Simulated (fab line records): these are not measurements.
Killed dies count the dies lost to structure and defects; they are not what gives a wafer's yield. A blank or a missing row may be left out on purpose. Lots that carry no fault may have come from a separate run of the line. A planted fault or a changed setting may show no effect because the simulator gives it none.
Shared-tool check / flow sky130 / Sampled: 15 lots, 45 wafers

== REASON IT WAS OPENED ==
SKY_PWDE_TW_MEAS_10, reading PWDE_TW: flagged on 3 of 15 lots. Wafers without a fault read 375.2, standard deviation 2.1.
Rule: a lot is flagged when every wafer of it that has a number lies more than 4 standard deviations from that mean, or none has a number. The rest of the lots are taken to be sound.

lot=L513; measured=day 4 02:05; on=film_metro-02; PWDE_TW, wafer by wafer=378.1 377.3 375.3; flag=
lot=L514; measured=day 4 06:17; on=film_metro-02; PWDE_TW, wafer by wafer=377.8 376.1 376.8; flag=
lot=L516; measured=day 4 22:44; on=film_metro-03; PWDE_TW, wafer by wafer=376.6 375.7 374.3; flag=
lot=L517; measured=day 5 00:50; on=film_metro-03; PWDE_TW, wafer by wafer=376.5 374.8 374.4; flag=
lot=L519; measured=day 5 12:12; on=film_metro-01; PWDE_TW, wafer by wafer=370.7 370.1 372.3; flag=
lot=L520; measured=day 5 13:58; on=film_metro-02; PWDE_TW, wafer by wafer=30.4 30.3 30.4; flag=FLAGGED
lot=L521; measured=day 5 20:42; on=film_metro-02; PWDE_TW, wafer by wafer=30.4 30.4 30.4; flag=FLAGGED
lot=L522; measured=day 6 02:56; on=film_metro-02; PWDE_TW, wafer by wafer=30.1 30.2 30.3; flag=FLAGGED
lot=L530; measured=day 8 02:21; on=film_metro-03; PWDE_TW, wafer by wafer=376.0 375.5 378.0; flag=
lot=L531; measured=day 8 09:54; on=film_metro-02; PWDE_TW, wafer by wafer=374.3 375.9 374.4; flag=
lot=L532; measured=day 8 15:22; on=film_metro-03; PWDE_TW, wafer by wafer=374.7 376.0 375.9; flag=
lot=L534; measured=day 8 22:26; on=film_metro-02; PWDE_TW, wafer by wafer=374.7 375.5 375.3; flag=
lot=L533; measured=day 8 23:06; on=film_metro-03; PWDE_TW, wafer by wafer=375.9 374.6 376.8; flag=
lot=L535; measured=day 9 03:30; on=film_metro-01; PWDE_TW, wafer by wafer=373.0 374.1 371.0; flag=
lot=L536; measured=day 9 07:46; on=film_metro-02; PWDE_TW, wafer by wafer=375.2 374.2 375.1; flag=
The numbers of the flagged lots are 30.3 on average: -344.9 against the usual, or -99 or more standard deviations.

== WHICH TOOL RAN EACH LOT ==
Before the reading, the record contains 2 process steps out of a 708-step route. Cell contents, in order: the tool; ch with the chambers the sampled wafers went through; the start.
lot=L513; flag=; SKY_DNWELL_STRIP_08=plasma_asher-04 ch 0,1, day 3 10:50; SKY_PWDE_STRIP_09=plasma_asher-04 ch 0,1, day 4 01:59
lot=L514; flag=; SKY_DNWELL_STRIP_08=plasma_asher-04 ch 1, day 3 13:25; SKY_PWDE_STRIP_09=plasma_asher-01 ch 0,1, day 4 06:11
lot=L516; flag=; SKY_DNWELL_STRIP_08=plasma_asher-03 ch 0,1, day 4 04:38; SKY_PWDE_STRIP_09=plasma_asher-01 ch 0,1, day 4 22:38
lot=L517; flag=; SKY_DNWELL_STRIP_08=plasma_asher-03 ch 0,1, day 4 06:16; SKY_PWDE_STRIP_09=plasma_asher-02 ch 0,1, day 5 00:44
lot=L519; flag=; SKY_DNWELL_STRIP_08=plasma_asher-03 ch 0,1, day 4 17:28; SKY_PWDE_STRIP_09=plasma_asher-02 ch 0,1, day 5 12:06
lot=L520; flag=FLAGGED; SKY_DNWELL_STRIP_08=plasma_asher-04 ch 0,1, day 4 18:56; SKY_PWDE_STRIP_09=plasma_asher-02 ch 0,1, day 5 13:51
lot=L521; flag=FLAGGED; SKY_DNWELL_STRIP_08=plasma_asher-01 ch 0,1, day 5 01:56; SKY_PWDE_STRIP_09=plasma_asher-04 ch 0,1, day 5 20:36
lot=L522; flag=FLAGGED; SKY_DNWELL_STRIP_08=plasma_asher-01 ch 0,1, day 5 07:29; SKY_PWDE_STRIP_09=plasma_asher-01 ch 0,1, day 6 02:50
lot=L530; flag=; SKY_DNWELL_STRIP_08=plasma_asher-01 ch 0,1, day 7 04:55; SKY_PWDE_STRIP_09=plasma_asher-04 ch 0,1, day 8 02:16
lot=L531; flag=; SKY_DNWELL_STRIP_08=plasma_asher-04 ch 0,1, day 7 12:14; SKY_PWDE_STRIP_09=plasma_asher-01 ch 0,1, day 8 09:49
lot=L532; flag=; SKY_DNWELL_STRIP_08=plasma_asher-04 ch 0,1, day 7 17:17; SKY_PWDE_STRIP_09=plasma_asher-01 ch 0,1, day 8 15:16
lot=L534; flag=; SKY_DNWELL_STRIP_08=plasma_asher-01 ch 0,1, day 8 00:44; SKY_PWDE_STRIP_09=plasma_asher-04 ch 0,1, day 8 22:20
lot=L533; flag=; SKY_DNWELL_STRIP_08=plasma_asher-03 ch 0,1, day 8 01:03; SKY_PWDE_STRIP_09=plasma_asher-02 ch 0,1, day 8 23:01
lot=L535; flag=; SKY_DNWELL_STRIP_08=plasma_asher-03 ch 0,1, day 8 04:40; SKY_PWDE_STRIP_09=plasma_asher-02 ch 0,1, day 9 03:24
lot=L536; flag=; SKY_DNWELL_STRIP_08=plasma_asher-04 ch 0,1, day 8 09:18; SKY_PWDE_STRIP_09=plasma_asher-04 ch 0,1, day 9 07:41
What the steps here do:
- SKY_DNWELL_STRIP_08: strips in O2/N2.
- SKY_PWDE_STRIP_09: strips in O2/N2.
- SKY_PWDE_TW_MEAS_10

== FLAGGED AGAINST TOTAL, ONE TOOL AT A TIME (gauges that did the reading follow at the end) ==
step=SKY_DNWELL_STRIP_08; tool=plasma_asher-01; lots run=4; flagged=2; share of the flagged lots=some; sound lots run after its first flagged lot=2 (L530,L534)
step=SKY_DNWELL_STRIP_08; tool=plasma_asher-03; lots run=5; flagged=0; share of the flagged lots=none; sound lots run after its first flagged lot=-
step=SKY_DNWELL_STRIP_08; tool=plasma_asher-04; lots run=6; flagged=1; share of the flagged lots=some; sound lots run after its first flagged lot=3 (L531,L532,L536)
step=SKY_PWDE_STRIP_09; tool=plasma_asher-01; lots run=5; flagged=1; share of the flagged lots=some; sound lots run after its first flagged lot=2 (L531,L532)
step=SKY_PWDE_STRIP_09; tool=plasma_asher-02; lots run=5; flagged=1; share of the flagged lots=some; sound lots run after its first flagged lot=2 (L533,L535)
step=SKY_PWDE_STRIP_09; tool=plasma_asher-04; lots run=5; flagged=1; share of the flagged lots=some; sound lots run after its first flagged lot=3 (L530,L534,L536)
step=SKY_PWDE_TW_MEAS_10; tool=film_metro-01; lots run=2; flagged=0; share of the flagged lots=none; sound lots run after its first flagged lot=-
step=SKY_PWDE_TW_MEAS_10; tool=film_metro-02; lots run=8; flagged=3; share of the flagged lots=all; sound lots run after its first flagged lot=3 (L531,L534,L536)
step=SKY_PWDE_TW_MEAS_10; tool=film_metro-03; lots run=5; flagged=0; share of the flagged lots=none; sound lots run after its first flagged lot=-

== WHAT THE TABLE ALLOWS ==
1 row of the table ran every flagged lot: film_metro-02 at SKY_PWDE_TW_MEAS_10.
- film_metro-02 at SKY_PWDE_TW_MEAS_10 ran 8 lots, 3 of them flagged. Sound lots ran on it after the first flagged one (L531, L534, L536), which a lasting fault on the whole tool wouldn't allow.
None of the table's rows ran every flagged lot and, after the first, no sound lot.

== WHAT THE SIMULATOR HAD INSERTED ==
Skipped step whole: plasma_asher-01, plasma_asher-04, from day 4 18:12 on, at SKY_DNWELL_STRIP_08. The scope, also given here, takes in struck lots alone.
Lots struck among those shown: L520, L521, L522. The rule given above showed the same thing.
